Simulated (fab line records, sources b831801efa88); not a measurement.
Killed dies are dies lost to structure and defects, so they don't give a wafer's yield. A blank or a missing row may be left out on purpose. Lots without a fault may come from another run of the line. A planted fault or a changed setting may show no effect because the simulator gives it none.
fab line records | flow sky130
record lots=15 wafers=45 last_day=50
route steps=708 shown FIELD_ISO@24 VT_ADJUST_HVTP@91 LOCAL_INTERCONNECT@399 CONTACT@421
lots that met no fault: from a run of the same line without faults
start_h: hours from the record's first day to the start of the lot's first wafer shown | wait_h: hours since the lot's step before | " the same as in the row above | L1.1+2: a row that stands for several wafers | - no value, or no start given | * or withheld: withheld | < > ~ a bound
route shown NAME@n: a module of which the file shows steps, and the number in the route of the first | usual: mean/standard deviation of fault-free wafers | same: alike in all rows | chamber/n: place in a boat | sites: the reading at each site | _std_site: their standard deviation | _edge_site: outer sites' mean less inner sites' | radius_mm: how far each site lies from the wafer's centre | mask NAME#n: copy n | behind: the tool/chamber that last shaped the wafer | hold: why the lot was held/for how many hours/how that ended | device: the transistor (n, p or np) that didn't switch | end of line: the same wafers' tests at the end of the route | a step without rows: its recipe alone | killed: dies lost to structure and defects at the first sort, not the wafer's yield | map: a wafer's dies, x killed, . not, _ none there
set.NAME: the setting as run; set.NAME@STEP: as run at that earlier step | model.NAME: the simulator's own value behind a step, which no gauge read
steps of the route over a sample of lots; a table a step, a row a wafer
## steps
# step SKY_FIELD_ISO_THK_MEAS_23
# recipe reads=SiO2_of_FIELD_ISO_OXIDATION_22
# usual FIELD_ISO_OXIDATION_01_THK=9.94/0.18
# columns lot.wafer tool chamber start_h wait_h FIELD_ISO_OXIDATION_01_THK[nm]
L287.1 film_metro-04 - 40.07 0.0 10.21
L287.3 " - " " 10.11
L287.5 " - " " 9.96
L291.2 film_metro-03 - 64.01 0.0 9.85
L291.3 " - " " 9.72
L291.6 " - " " 9.70
L292.1 film_metro-01 - 68.16 0.0 9.98
L292.2 " - " " 9.92
L292.4 " - " " 10.00
L293.1 film_metro-03 - 72.81 0.0 9.96
L293.3 " - " " 9.95
L293.6 " - " " 9.98
L294.2 film_metro-01 - 76.90 0.0 10.15
L294.4 " - " " 10.13
L294.6 " - " " 10.18
L296.1 film_metro-04 - 88.98 0.0 9.92
L296.5 " - " " 10.23
L296.6 " - " " 10.14
L299.1 film_metro-04 - 104.12 0.0 10.20
L299.2 " - " " 10.20
L299.4 " - " " 10.03
L300.2 film_metro-04 - 109.10 0.0 9.96
L300.4 " - " " 10.23
L300.5 " - " " 10.03
L301.1 film_metro-04 - 115.09 0.0 9.81
L301.4 " - " " 10.01
L301.6 " - " " 9.92
L302.1 film_metro-04 - 118.94 0.0 9.95
L302.2 " - " " 9.83
L302.3 " - " " 9.96
L304.1 film_metro-04 - 129.61 0.0 9.93
L304.2 " - " " 9.86
L304.5 " - " " 9.85
L305.1 film_metro-03 - 135.05 0.0 9.88
L305.3 " - " " 9.65
L305.4 " - " " 9.73
L306.2 film_metro-03 - 139.18 0.0 9.76
L306.3 " - " " 9.69
L306.5 " - " " 9.68
L307.2 film_metro-01 - 145.06 0.0 10.17
L307.3 " - " " 10.18
L307.5 " - " " 10.10
L308.1 film_metro-03 - 153.35 0.0 10.27
L308.5 " - " " 10.44
L308.6 " - " " 10.35
# step SKY_VT_ADJUST_HVTP_DEVELOP_06
# recipe resist=NOVOLAK developer=TMAH develop_time_s=60 dev_temp_c=23
# usual chill_plate_temp_C=23.02/0.11 develop_time_s=60/0
# columns lot.wafer tool chamber start_h wait_h chill_plate_temp_C develop_time_s
L287.1 litho_track-04 0 132.58 0.1 23.00 60
L287.3 " 0 " " 22.82 60
L287.5 " 0 " " 23.09 60
L291.2 litho_track-04 0 159.10 0.1 22.98 60
L291.3 " 0 " " 22.93 60
L291.6 " 0 " " 23.02 60
L292.1 litho_track-03 - 164.37 0.1 - -
L292.2 " - " " - -
L292.4 " - " " - -
L293.1 litho_track-01 - 171.76 0.1 - -
L293.3 " - " " - -
L293.6 " - " " - -
L294.2 litho_track-04 - 173.65 0.1 - -
L294.4 " - " " - -
L294.6 " - " " - -
L296.1 litho_track-03 0 193.97 0.1 23.11 60
L296.5 " 0 " " 23.03 60
L296.6 " 0 " " 23.11 60
L299.1 litho_track-01 0 208.66 0.1 23.01 60
L299.2 " 0 " " 23.06 60
L299.4 " 0 " " 23.23 60
L300.2 litho_track-03 0 218.04 0.1 22.89 60
L300.4 " 0 " " 22.96 60
L300.5 " 0 " " 23.17 60
L301.1 litho_track-01 0 225.61 0.1 23.18 60
L301.4 " 0 " " 23.14 60
L301.6 " 0 " " 23.23 60
L302.1 litho_track-01 0 231.21 0.1 22.93 60
L302.2 " 0 " " 23.01 60
L302.3 " 0 " " 22.82 60
L304.1 litho_track-03 0 242.42 0.1 23.01 60
L304.2 " 0 " " 22.93 60
L304.5 " 0 " " 22.90 60
L305.1 litho_track-04 0 246.43 0.1 23.06 60
L305.3 " 0 " " 23.03 60
L305.4 " 0 " " 23.10 60
L306.2 litho_track-04 0 252.65 0.1 23.13 60
L306.3 " 0 " " 23.21 60
L306.5 " 0 " " 22.93 60
L307.2 litho_track-04 0 264.40 0.1 22.90 60
L307.3 " 0 " " 23.00 60
L307.5 " 0 " " 23.01 60
L308.1 litho_track-01 0 270.96 0.1 23.08 60
L308.5 " 0 " " 23.05 60
L308.6 " 0 " " 23.04 60
# step SKY_LOCAL_INTERCONNECT_OVL_MEAS_12
# usual LOCAL_INTERCONNECT_OVL=-3/6.3
# columns lot.wafer tool chamber start_h wait_h LOCAL_INTERCONNECT_OVL[nm]
L287.1 overlay-01 - 718.38 0.1 -5
L287.3 " - " " -3
L287.5 " - " " 1
L291.2 overlay-01 - 754.73 0.1 -17
L291.3 " - " " -4
L291.6 " - " " -17
L292.1 overlay-02 - 761.43 0.1 7
L292.2 " - " " -4
L292.4 " - " " -1
L294.2 overlay-02 - 781.40 0.1 -11
L294.4 " - " " -13
L294.6 " - " " -5
L293.1 overlay-02 - 782.57 0.1 3
L293.3 " - " " 0
L293.6 " - " " 1
L296.1 overlay-01 - 796.47 0.1 -13
L296.5 " - " " -11
L296.6 " - " " -5
L299.1 overlay-01 - 816.10 0.1 -5
L299.2 " - " " -7
L299.4 " - " " -11
L300.2 overlay-02 - 825.19 0.1 -8
L300.4 " - " " 1
L300.5 " - " " -7
L301.1 overlay-02 - 833.60 0.1 0
L301.4 " - " " -4
L301.6 " - " " 0
L302.1 overlay-01 - 841.87 0.1 3
L302.2 " - " " -1
L302.3 " - " " 1
L304.1 overlay-02 - 852.40 0.1 1
L304.2 " - " " -8
L304.5 " - " " -2
L305.1 overlay-02 - 857.88 0.1 16
L305.3 " - " " 11
L305.4 " - " " 3
L306.2 overlay-01 - 863.83 0.1 0
L306.3 " - " " -10
L306.5 " - " " -2
L307.2 overlay-01 - 874.90 0.1 5
L307.3 " - " " 9
L307.5 " - " " 8
L308.1 overlay-01 - 882.93 0.1 -10
L308.5 " - " " -3
L308.6 " - " " -9
# step SKY_CONTACT_OVL_MEAS_15
# usual CONTACT_OVL=4/7.7
# columns lot.wafer tool chamber start_h wait_h CONTACT_OVL[nm]
L287.1 overlay-01 - 747.25 0.1 -8
L287.3 " - " " -9
L287.5 " - " " -12
L291.2 overlay-01 - 782.29 0.1 13
L291.3 " - " " 18
L291.6 " - " " 8
L292.1 overlay-02 - 789.60 0.1 -9
L292.2 " - " " -4
L292.4 " - " " -2
L294.2 overlay-02 - 809.35 0.1 5
L294.4 " - " " -4
L294.6 " - " " 4
L293.1 overlay-01 - 810.65 0.1 5
L293.3 " - " " 12
L293.6 " - " " 3
L296.1 overlay-01 - 824.35 0.1 2
L296.5 " - " " -4
L296.6 " - " " 14
L299.1 overlay-02 - 845.22 0.1 8
L299.2 " - " " -5
L299.4 " - " " -7
L300.2 overlay-01 - 854.75 0.1 16
L300.4 " - " " 9
L300.5 " - " " 14
L301.1 overlay-02 - 862.52 0.1 4
L301.4 " - " " -13
L301.6 " - " " -13
L302.1 overlay-02 - 870.14 0.1 3
L302.2 " - " " 8
L302.3 " - " " -5
L304.1 overlay-02 - 879.89 0.1 4
L304.2 " - " " -8
L304.5 " - " " 4
L305.1 overlay-01 - 885.17 0.1 3
L305.3 " - " " 6
L305.4 " - " " 10
L306.2 overlay-01 - 890.44 0.1 10
L306.3 " - " " -1
L306.5 " - " " 2
L307.2 overlay-02 - 902.36 0.1 -8
L307.3 " - " " 0
L307.5 " - " " -1
L308.1 overlay-01 - 910.07 0.1 18
L308.5 " - " " 22
L308.6 " - " " 22
## key
first_sign step=SKY_VT_ADJUST_HVTP_DEVELOP_06 reading=tool_record direction=missing
effect none on later readings
met_at SKY_VT_ADJUST_HVTP_DEVELOP_06
struck_lots L292,L293,L294
sort_left_out L292.1,L292.2,L292.4,L293.1,L293.3,L293.6,L294.2,L294.4,L294.6
tester_left_out L292,L293,L294
not_acting_at SKY_FIELD_ISO_THK_MEAS_23,SKY_LOCAL_INTERCONNECT_OVL_MEAS_12,SKY_CONTACT_OVL_MEAS_15
onset_between 159.10 164.37
fault kind=skipped_step_whole tool=litho_track-01,litho_track-03,litho_track-04 chamber=- onset_h=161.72 steps=SKY_VT_ADJUST_HVTP_DEVELOP_06 scope=struck_lots_only
# tester_left_out: of these lots the tester's yield and bins aren't shown, on N5 and GAA mostly nor the transistor test; their killed dies are dies lost to structure and defects alone, not to doping, threshold or leakage, so they don't give the yield
# sort_left_out: the simulated sort isn't trusted on such a fault, so these wafers' sort isn't shown, and their yield isn't known
